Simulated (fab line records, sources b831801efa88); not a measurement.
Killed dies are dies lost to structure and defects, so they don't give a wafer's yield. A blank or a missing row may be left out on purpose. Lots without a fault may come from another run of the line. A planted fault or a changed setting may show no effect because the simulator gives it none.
A sampling plan put to the test | flow gf180mcu | one fab line, 50 faults that these records tell of, each judged on the records of the lots that it struck
The plan is the line's own looks: the steps of the route at which a gauge or an inspection reads the wafer and doesn't change it. A look can be judged if struck wafers have a number there and the file gives its usual mean and standard deviation on fault-free wafers. Caught: at a look after the fault's first step, the mean of the struck wafers lies 4 or more of those standard deviations (sigma) from the usual mean. On the tool: the same test on the tool's own readings at the fault's steps. Another recipe on the struck wafers, or a record that is blank for them alone, also counts as caught.

THE FAULTS, as the simulator had put them in
1. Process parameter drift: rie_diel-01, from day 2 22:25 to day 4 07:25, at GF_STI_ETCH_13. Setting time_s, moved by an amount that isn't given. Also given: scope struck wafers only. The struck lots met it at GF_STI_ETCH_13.
2. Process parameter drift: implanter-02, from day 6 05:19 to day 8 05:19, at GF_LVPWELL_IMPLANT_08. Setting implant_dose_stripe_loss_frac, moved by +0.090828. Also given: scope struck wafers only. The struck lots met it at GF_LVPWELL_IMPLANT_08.
3. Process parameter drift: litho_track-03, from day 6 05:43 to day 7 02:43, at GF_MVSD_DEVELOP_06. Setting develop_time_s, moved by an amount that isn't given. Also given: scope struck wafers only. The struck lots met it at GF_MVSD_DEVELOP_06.
4. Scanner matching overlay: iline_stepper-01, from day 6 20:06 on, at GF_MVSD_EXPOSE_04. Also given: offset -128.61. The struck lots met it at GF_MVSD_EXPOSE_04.
5. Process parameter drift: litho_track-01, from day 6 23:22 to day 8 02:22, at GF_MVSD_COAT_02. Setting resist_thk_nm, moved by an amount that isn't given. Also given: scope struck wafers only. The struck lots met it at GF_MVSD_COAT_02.
6. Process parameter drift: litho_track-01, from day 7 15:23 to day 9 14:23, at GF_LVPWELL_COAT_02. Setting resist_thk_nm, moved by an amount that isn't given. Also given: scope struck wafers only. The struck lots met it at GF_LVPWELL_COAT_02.
7. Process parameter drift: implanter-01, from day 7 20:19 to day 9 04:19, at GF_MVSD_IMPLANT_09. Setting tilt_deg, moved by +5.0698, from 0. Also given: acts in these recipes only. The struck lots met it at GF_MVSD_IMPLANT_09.
8. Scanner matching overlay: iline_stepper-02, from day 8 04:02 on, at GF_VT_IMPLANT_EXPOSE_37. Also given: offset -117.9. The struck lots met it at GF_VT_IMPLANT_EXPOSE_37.
9. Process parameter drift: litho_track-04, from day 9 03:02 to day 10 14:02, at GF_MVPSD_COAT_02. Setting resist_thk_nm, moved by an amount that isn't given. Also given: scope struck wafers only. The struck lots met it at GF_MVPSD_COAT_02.
10. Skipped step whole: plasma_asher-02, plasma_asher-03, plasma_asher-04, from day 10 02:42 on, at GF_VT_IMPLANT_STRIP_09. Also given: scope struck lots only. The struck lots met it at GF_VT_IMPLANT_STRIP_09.
11. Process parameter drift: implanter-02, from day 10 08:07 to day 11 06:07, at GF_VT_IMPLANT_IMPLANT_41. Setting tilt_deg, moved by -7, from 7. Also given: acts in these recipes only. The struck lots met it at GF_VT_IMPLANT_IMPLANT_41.
12. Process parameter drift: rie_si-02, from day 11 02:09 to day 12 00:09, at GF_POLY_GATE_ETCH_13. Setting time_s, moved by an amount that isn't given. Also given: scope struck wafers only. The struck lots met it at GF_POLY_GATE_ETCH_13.
13. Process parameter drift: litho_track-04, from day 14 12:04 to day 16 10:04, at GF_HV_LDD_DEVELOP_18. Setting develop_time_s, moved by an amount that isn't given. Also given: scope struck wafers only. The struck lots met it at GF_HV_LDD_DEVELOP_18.
14. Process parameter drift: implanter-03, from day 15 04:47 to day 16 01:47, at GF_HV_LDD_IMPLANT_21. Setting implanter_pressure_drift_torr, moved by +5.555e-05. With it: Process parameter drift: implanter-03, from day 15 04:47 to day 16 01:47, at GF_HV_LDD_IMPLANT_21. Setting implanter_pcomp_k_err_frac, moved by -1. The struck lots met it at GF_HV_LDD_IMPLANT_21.
15. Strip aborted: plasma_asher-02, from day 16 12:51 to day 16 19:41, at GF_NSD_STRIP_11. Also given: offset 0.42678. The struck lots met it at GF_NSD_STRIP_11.
16. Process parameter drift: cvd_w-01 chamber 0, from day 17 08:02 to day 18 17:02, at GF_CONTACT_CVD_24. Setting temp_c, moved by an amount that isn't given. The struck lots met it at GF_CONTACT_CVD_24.
17. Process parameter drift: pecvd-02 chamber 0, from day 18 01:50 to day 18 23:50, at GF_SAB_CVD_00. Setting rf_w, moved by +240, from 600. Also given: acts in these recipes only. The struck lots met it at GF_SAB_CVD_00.
18. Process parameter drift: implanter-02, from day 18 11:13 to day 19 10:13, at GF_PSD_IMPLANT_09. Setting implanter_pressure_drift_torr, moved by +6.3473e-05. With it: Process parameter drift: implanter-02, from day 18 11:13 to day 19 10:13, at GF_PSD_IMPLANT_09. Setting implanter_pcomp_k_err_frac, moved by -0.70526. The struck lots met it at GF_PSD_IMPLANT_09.
19. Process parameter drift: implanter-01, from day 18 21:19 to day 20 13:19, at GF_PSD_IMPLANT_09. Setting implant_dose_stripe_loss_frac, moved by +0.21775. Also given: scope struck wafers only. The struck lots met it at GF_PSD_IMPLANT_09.
20. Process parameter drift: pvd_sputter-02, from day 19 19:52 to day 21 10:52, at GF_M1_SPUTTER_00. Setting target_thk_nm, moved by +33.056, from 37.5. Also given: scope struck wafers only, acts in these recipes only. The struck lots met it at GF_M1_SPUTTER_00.
21. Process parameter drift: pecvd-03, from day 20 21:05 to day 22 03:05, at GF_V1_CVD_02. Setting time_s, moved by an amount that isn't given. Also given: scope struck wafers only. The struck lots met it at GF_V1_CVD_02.
22. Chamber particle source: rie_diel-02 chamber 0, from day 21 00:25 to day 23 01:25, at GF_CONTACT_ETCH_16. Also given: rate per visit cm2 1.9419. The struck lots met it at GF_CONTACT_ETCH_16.
23. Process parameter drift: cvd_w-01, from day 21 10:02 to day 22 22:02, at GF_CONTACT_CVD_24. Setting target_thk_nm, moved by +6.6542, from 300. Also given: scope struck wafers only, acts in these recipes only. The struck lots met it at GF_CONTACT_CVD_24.
24. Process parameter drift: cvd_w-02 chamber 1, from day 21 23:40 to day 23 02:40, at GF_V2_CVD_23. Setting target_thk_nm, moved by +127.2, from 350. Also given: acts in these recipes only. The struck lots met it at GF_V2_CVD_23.
25. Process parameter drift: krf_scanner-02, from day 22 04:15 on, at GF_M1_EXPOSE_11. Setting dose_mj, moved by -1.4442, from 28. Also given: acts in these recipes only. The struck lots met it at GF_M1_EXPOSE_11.
26. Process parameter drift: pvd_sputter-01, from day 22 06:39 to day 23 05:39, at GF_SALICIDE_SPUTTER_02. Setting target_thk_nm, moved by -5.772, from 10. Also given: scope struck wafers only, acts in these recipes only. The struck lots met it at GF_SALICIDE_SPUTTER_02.
27. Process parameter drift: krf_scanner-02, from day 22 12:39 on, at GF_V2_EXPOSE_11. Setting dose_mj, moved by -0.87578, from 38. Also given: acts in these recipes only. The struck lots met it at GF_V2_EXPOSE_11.
28. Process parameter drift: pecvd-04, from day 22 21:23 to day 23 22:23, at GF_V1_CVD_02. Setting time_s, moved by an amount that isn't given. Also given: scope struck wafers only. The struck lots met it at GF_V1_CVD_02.
29. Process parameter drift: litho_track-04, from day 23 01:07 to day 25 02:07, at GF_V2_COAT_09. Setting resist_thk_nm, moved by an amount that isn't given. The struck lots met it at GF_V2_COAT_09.
30. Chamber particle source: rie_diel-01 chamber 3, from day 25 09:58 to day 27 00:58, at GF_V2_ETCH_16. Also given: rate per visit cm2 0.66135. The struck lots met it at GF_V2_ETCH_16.
31. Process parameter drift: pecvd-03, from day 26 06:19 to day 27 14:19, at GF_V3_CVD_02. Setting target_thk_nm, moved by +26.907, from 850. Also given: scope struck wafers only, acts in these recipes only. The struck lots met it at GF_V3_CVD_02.
32. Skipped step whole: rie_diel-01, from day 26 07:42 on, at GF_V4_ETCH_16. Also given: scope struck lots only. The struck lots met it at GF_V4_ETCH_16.
33. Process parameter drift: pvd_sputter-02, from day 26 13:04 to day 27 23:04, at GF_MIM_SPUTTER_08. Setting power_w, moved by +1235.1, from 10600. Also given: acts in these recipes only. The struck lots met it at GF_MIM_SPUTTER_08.
34. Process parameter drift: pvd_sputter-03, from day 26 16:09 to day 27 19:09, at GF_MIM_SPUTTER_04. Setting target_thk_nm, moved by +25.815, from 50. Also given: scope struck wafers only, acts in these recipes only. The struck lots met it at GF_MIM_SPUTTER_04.
35. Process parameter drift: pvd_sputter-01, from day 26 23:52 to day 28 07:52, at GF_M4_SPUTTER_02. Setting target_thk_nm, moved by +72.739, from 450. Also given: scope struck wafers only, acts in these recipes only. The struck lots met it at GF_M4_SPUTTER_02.
36. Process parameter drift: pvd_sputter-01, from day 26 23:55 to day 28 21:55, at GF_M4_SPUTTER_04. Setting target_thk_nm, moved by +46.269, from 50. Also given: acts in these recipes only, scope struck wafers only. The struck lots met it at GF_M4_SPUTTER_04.
37. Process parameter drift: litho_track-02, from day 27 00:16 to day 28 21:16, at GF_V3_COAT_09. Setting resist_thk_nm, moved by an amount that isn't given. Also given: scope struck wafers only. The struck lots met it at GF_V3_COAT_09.
38. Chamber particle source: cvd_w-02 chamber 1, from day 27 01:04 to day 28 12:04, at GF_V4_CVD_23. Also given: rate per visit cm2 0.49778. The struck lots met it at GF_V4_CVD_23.
39. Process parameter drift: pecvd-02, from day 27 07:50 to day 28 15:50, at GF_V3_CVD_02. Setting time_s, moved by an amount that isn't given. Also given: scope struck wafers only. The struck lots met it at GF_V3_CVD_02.
40. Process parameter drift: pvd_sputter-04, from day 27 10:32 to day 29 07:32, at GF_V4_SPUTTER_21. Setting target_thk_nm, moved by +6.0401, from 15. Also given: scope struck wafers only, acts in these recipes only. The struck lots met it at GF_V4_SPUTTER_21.
41. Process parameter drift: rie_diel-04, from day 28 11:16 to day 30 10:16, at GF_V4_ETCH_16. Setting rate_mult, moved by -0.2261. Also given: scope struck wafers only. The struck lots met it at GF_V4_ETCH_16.
42. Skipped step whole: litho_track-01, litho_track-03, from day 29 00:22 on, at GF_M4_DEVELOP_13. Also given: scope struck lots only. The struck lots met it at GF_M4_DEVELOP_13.
43. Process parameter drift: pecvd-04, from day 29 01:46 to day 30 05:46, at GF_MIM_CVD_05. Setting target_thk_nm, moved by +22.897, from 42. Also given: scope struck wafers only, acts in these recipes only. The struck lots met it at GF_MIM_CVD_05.
44. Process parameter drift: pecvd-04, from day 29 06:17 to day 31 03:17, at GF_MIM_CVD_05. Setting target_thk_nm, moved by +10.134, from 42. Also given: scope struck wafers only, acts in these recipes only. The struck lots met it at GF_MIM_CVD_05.
45. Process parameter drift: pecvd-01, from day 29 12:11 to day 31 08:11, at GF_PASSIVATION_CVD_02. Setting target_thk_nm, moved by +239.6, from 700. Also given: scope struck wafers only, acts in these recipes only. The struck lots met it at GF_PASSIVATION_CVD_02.
46. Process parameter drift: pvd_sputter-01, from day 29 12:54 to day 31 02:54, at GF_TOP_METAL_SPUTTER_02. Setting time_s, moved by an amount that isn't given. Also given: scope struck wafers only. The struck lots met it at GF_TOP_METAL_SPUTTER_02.
47. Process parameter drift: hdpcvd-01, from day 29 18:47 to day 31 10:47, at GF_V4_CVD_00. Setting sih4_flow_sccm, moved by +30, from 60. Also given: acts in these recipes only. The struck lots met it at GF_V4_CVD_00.
48. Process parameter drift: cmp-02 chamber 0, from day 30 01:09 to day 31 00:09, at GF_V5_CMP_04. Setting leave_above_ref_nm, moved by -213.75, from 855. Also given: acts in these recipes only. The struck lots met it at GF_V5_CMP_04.
49. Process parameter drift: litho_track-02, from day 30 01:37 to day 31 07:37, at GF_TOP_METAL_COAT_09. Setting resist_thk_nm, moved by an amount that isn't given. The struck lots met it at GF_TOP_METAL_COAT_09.
50. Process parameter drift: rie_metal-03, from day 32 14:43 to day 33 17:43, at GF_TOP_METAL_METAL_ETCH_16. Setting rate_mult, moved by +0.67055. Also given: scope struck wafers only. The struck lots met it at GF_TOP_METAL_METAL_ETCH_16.

WHAT THE PLAN SAW
fault | on the tool itself                               | first look that catches it                      | reading, sigma                                         | median hours from its first step to that look | hours from the fault's start to the first struck lot there | judged looks passed uncaught
1     | run_length_s -22 sigma                           | none of the 2 looks that can be judged after it | -                                                      | -                                             | -                                                          | 2
2     | no reading that can be judged                    | GF_VT_IMPLANT_RS_MEAS_48                        | LVPWELL_RS +11                                         | 101.6                                         | 107                                                        | 2
3     | under 2 sigma                                    | GF_MVSD_TW_MEAS_11                              | MVSD_TW -96                                            | 0.9                                           | 3                                                          | 0
4     | under 2 sigma                                    | GF_MVSD_OVL_MEAS_07                             | MVSD_OVL -85                                           | 7.6                                           | 12                                                         | 0
5     | under 2 sigma                                    | none of the 3 looks that can be judged after it | -                                                      | -                                             | -                                                          | 3
6     | no reading that can be judged                    | not the one look that can be judged after it    | -                                                      | -                                             | -                                                          | 1
7     | tilt_deg +99 or beyond sigma                     | no look after it can be judged                  | -                                                      | -                                             | -                                                          | 0
8     | no reading that can be judged                    | GF_VT_IMPLANT_OVL_MEAS_40                       | VT_IMPLANT_03_OVL -84                                  | 8.1                                           | 11                                                         | 0
9     | under 2 sigma                                    | not the one look that can be judged after it    | -                                                      | -                                             | -                                                          | 1
10    | the tool's record is blank for the struck wafers | GF_VT_IMPLANT_TW_MEAS_21                        | VT_IMPLANT_2_TW -91                                    | 18.6                                          | 22                                                         | 0
11    | tilt_deg -99 or beyond sigma                     | GF_VT_IMPLANT_TW_MEAS_43                        | VT_IMPLANT_4_TW -10                                    | 0.2                                           | 8                                                          | 0
12    | run_length_s -63 sigma                           | no look after it can be judged                  | -                                                      | -                                             | -                                                          | 0
13    | no reading that can be judged                    | GF_HV_LDD_CD_MEAS_19                            | cd_nm +8.9                                             | 0.2                                           | 6                                                          | 0
14    | end_station_pressure_torr +99 or beyond sigma    | none of the 2 looks that can be judged after it | strongest: HV_LDD_2_TW at GF_HV_LDD_TW_MEAS_23, +3.5   | -                                             | -                                                          | 2
15    | oes_product_au +16 sigma                         | GF_PSD_TW_MEAS_11                               | PSD_TW -99 or beyond                                   | 23.3                                          | 30                                                         | 1
16    | susceptor_temp_C -30 sigma                       | GF_CONTACT_RS_MEAS_25                           | CONTACT_W_RS +10                                       | 0.1                                           | 4                                                          | 0
17    | rf_fwd_power_W +92 sigma                         | GF_SAB_THK_MEAS_01                              | SAB_CVD_00_THK +6.8                                    | 0.0                                           | 6                                                          | 0
18    | end_station_pressure_torr +99 or beyond sigma    | GF_PSD_RS_MEAS_15                               | PSD_RS -10                                             | 0.6                                           | 4                                                          | 1
19    | no reading that can be judged                    | GF_PSD_TW_MEAS_11                               | PSD_TW -4.4                                            | 0.2                                           | 18                                                         | 0
20    | under 2 sigma                                    | not the one look that can be judged after it    | -                                                      | -                                             | -                                                          | 1
21    | run_length_s +33 sigma                           | GF_V1_THK_MEAS_03                               | V1_CVD_02_THK +15                                      | 0.1                                           | 12                                                         | 0
22    | under 2 sigma                                    | none of the 2 looks that can be judged after it | -                                                      | -                                             | -                                                          | 2
23    | under 2 sigma                                    | not the one look that can be judged after it    | strongest: CONTACT_W_RS at GF_CONTACT_RS_MEAS_25, -2.5 | -                                             | -                                                          | 1
24    | under 2 sigma                                    | GF_V2_RS_MEAS_24                                | V2_W_RS -28                                            | 0.1                                           | 13                                                         | 0
25    | exposure_dose_mJ_cm2 -45 sigma                   | GF_M1_CD_MEAS_14                                | cd_nm +4.9                                             | 11.1                                          | 14                                                         | 0
26    | under 2 sigma                                    | GF_SALICIDE_RS_MEAS_04                          | SALICIDE_TIN_RS +51                                    | 0.1                                           | 14                                                         | 0
27    | exposure_dose_mJ_cm2 -16 sigma                   | none of the 2 looks that can be judged after it | -                                                      | -                                             | -                                                          | 2
28    | run_length_s +25 sigma                           | GF_V1_THK_MEAS_03                               | V1_CVD_02_THK +12                                      | 0.1                                           | 8                                                          | 0
29    | no reading that can be judged                    | not the one look that can be judged after it    | -                                                      | -                                             | -                                                          | 1
30    | under 2 sigma                                    | none of the 2 looks that can be judged after it | -                                                      | -                                             | -                                                          | 2
31    | under 2 sigma                                    | not the one look that can be judged after it    | strongest: V3_CVD_02_THK at GF_V3_THK_MEAS_03, +3.7    | -                                             | -                                                          | 1
32    | the tool's record is blank for the struck wafers | no look after it can be judged                  | -                                                      | -                                             | -                                                          | 0
33    | cathode_dc_power_W +99 or beyond sigma           | GF_MIM_RS_MEAS_10                               | MIM_ALCU_RS -11                                        | 0.1                                           | 7                                                          | 0
34    | under 2 sigma                                    | not the one look that can be judged after it    | -                                                      | -                                             | -                                                          | 1
35    | under 2 sigma                                    | GF_M4_RS_MEAS_05                                | M4_ALCU_RS -12                                         | 0.1                                           | 4                                                          | 0
36    | under 2 sigma                                    | GF_M4_THK_MEAS_06                               | M4_ALCU_THK -7.0                                       | 0.2                                           | 4                                                          | 0
37    | under 2 sigma                                    | no look after it can be judged                  | -                                                      | -                                             | -                                                          | 0
38    | under 2 sigma                                    | no look after it can be judged                  | -                                                      | -                                             | -                                                          | 0
39    | run_length_s -37 sigma                           | GF_V3_THK_MEAS_03                               | V3_CVD_02_THK -15                                      | 0.1                                           | 26                                                         | 0
40    | under 2 sigma                                    | no look after it can be judged                  | -                                                      | -                                             | -                                                          | 0
41    | under 2 sigma                                    | none of the 5 looks that can be judged after it | -                                                      | -                                             | -                                                          | 5
42    | no reading that can be judged                    | no look after it can be judged                  | -                                                      | -                                             | -                                                          | 0
43    | under 2 sigma                                    | GF_MIM_THK_MEAS_06                              | MIM_CVD_05_THK +41                                     | 0.0                                           | 3                                                          | 0
44    | under 2 sigma                                    | GF_MIM_THK_MEAS_06                              | MIM_CVD_05_THK +16                                     | 0.0                                           | 1                                                          | 0
45    | under 2 sigma                                    | GF_PASSIVATION_THK_MEAS_03                      | PASSIVATION_CVD_02_THK +24                             | 0.3                                           | 11                                                         | 0
46    | under 2 sigma                                    | GF_TOP_METAL_RS_MEAS_05                         | TOP_METAL_ALCU_RS +12                                  | 0.1                                           | 10                                                         | 0
47    | sih4_flow_sccm +99 or beyond sigma               | GF_V4_THK_MEAS_01                               | V4_CVD_00_THK +39                                      | 0.1                                           | 9                                                          | 0
48    | under 2 sigma                                    | no look after it can be judged                  | -                                                      | -                                             | -                                                          | 0
49    | under 2 sigma                                    | GF_TOP_METAL_CD_MEAS_14                         | cd_nm +12                                              | 9.1                                           | 14                                                         | 0
50    | under 2 sigma                                    | no look after it can be judged                  | -                                                      | -                                             | -                                                          | 0
A dash: the fault isn't caught, or these records don't give the number.

Caught at a look: 27 of 50. Caught on the tool: 18 of 50. By one or the other: 33 of 50.
Caught on the tool alone: faults 1, 7, 12, 14, 27, 32.
Caught at a look alone: faults 2, 3, 4, 8, 13, 19, 24, 26, 35, 36, 43, 44, 45, 46, 49.
Caught by neither: faults 5, 6, 9, 20, 22, 23, 29, 30, 31, 34, 37, 38, 40, 41, 42, 48, 50.

THINNER SAMPLING
If the look that catches a fault measured only every second or every third lot, by lot number, the first struck lot would be measured this late in the worst case:
fault | struck lots at that look, in order of time | every lot | every second lot | every third lot
2     | L628, L630                                 | 107 h     | may miss all 2   | may miss all 2
3     | L270, L271                                 | 3 h       | 9 h              | may miss all 2
4     | L764, L765                                 | 12 h      | 16 h             | may miss all 2
8     | L657, L661, L664                           | 11 h      | 60 h             | may miss all 3
10    | L336, L337, L338                           | 22 h      | 28 h             | 34 h
11    | L789, L791                                 | 8 h       | may miss all 2   | may miss all 2
13    | L863, L864, L865                           | 6 h       | 16 h             | 24 h
15    | L728                                       | 30 h      | may miss it      | may miss it
16    | L339, L341                                 | 4 h       | may miss all 2   | may miss all 2
17    | L966, L967                                 | 6 h       | 14 h             | may miss all 2
18    | L540, L541                                 | 4 h       | 17 h             | may miss all 2
19    | L325, L326                                 | 18 h      | 28 h             | may miss all 2
21    | L256, L257                                 | 12 h      | 16 h             | may miss all 2
24    | L848, L849                                 | 13 h      | 23 h             | may miss all 2
25    | L147, L148, L149, L151                     | 14 h      | 24 h             | 35 h
26    | L667                                       | 14 h      | may miss it      | may miss it
28    | L831, L833                                 | 8 h       | may miss all 2   | may miss all 2
33    | L799, L800                                 | 7 h       | 13 h             | may miss all 2
35    | L546, L547                                 | 4 h       | 10 h             | may miss all 2
36    | L339                                       | 4 h       | may miss it      | may miss it
39    | L311, L312                                 | 26 h      | 30 h             | may miss all 2
43    | L560, L561                                 | 3 h       | 6 h              | may miss all 2
44    | L179, L181                                 | 1 h       | may miss all 2   | may miss all 2
45    | L503, L504                                 | 11 h      | 19 h             | may miss all 2
46    | L544, L548                                 | 10 h      | may miss all 2   | may miss all 2
47    | L617, L619                                 | 9 h       | may miss all 2   | may miss all 2
49    | L459, L460                                 | 14 h      | 25 h             | may miss all 2
Hours are from the fault's start to the first struck lot that is measured. The limit of 4 sigma was tested on all struck wafers together, so one lot alone may lie under it. Other struck lots may not be in these records.

THE LONGEST TIMED WAY FROM STEP TO LOOK
Fault 2: a median of 101.6 hours passes between GF_LVPWELL_IMPLANT_08 and GF_VT_IMPLANT_RS_MEAS_48. The looks between them that can be judged stayed within 4 sigma: GF_LVPWELL_TW_MEAS_11, GF_VT_IMPLANT_OVL_MEAS_29.
